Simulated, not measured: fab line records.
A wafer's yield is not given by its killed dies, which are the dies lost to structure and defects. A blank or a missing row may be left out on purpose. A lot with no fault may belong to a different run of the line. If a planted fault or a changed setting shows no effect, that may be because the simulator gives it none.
Code-filled problem report in 8D (eight disciplines) form + flow gf180mcu + the parts of the form that need people (team, actions taken, sign-off) are left out

## 1. PROBLEM STATEMENT
Wafers without a fault read 2.001, standard deviation 0.018; chamberO2Ppm at GF_SALICIDE_RTA_06 reads a mean of 302.006 on 9 wafers belonging to 3 lots. So: +99 or more standard deviations from the usual mean.
The step: time 30 s.
The first sign was on wafer L883.1 at day 18 13:29, on rtpAnneal-02. The record holds 42 wafers of 14 lots with a number at this step. The rule behind "out" and "out of limits": a value lying over 4 standard deviations away from the usual mean. Any other wafer with a number is counted as sound.

## 2. WHAT IT IS; WHAT IT IS NOT
| question                    | is                     | is not                                                                                             |
|-----------------------------|------------------------|----------------------------------------------------------------------------------------------------|
| which readings at this step | chamberO2Ppm           | lampPowerPct, wafer_temp_C_max                                                                     |
| which lots                  | L883, L884, L886       | L874, L875, L877, L878, L882, L889, L890, L893, L894, L895, L897                                   |
| which wafers of those lots  | all that have a number | -                                                                                                  |
| read on which tools         | rtpAnneal-02           | rtpAnneal-01                                                                                       |
| when                        | from day 18 13:29      | up to then (15 sound wafers); but 18 sound wafers of L889, L890, L893, L894, L895, L897 came after |

## 3. WHAT RULES OUT EACH SUSPECT
Counting: a tool at a process step up to the reading stays a suspect if it ran every lot that is out and no sound lot after the first of them.
- rtpAnneal-02 at GF_SALICIDE_RTA_06 (time 30 s): ruled out as a lasting fault. Sound lots L893, L894, L895, L897 ran on it after its first lot that is out, L883 (day 18 13:29).
Left after counting: nothing in the record.

## 4. THE CAUSE (what the simulator had put in)
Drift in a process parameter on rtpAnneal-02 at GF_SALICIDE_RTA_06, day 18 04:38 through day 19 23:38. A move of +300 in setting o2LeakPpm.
Counting ruled it out, wrongly.

## 5. SEQUENCE OF EFFECTS, ordered by route
Rows list readings where the struck wafers' mean (over those with a number) sits beyond 3 standard deviations from the usual. Scope: only readings with a usual standard deviation given in the record; hours: median across lots of the time from each lot's start at the first step in this table that gives one to its start at this step; sigmas: change in usual standard deviations.
| hours | step               | reading      | usual | on struck wafers | change   | sigmas      |
|-------|--------------------|--------------|-------|------------------|----------|-------------|
| 0     | GF_SALICIDE_RTA_06 | chamberO2Ppm | 2.001 | 302.006          | +300.005 | +99 or more |
The process steps in it:
- GF_SALICIDE_RTA_06: time 30 s.

## 6. WHAT WOULD HAVE CAUGHT IT SOONER
In this record the first reading out of limits was taken at day 18 13:29, 9 hours after the fault began at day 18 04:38.
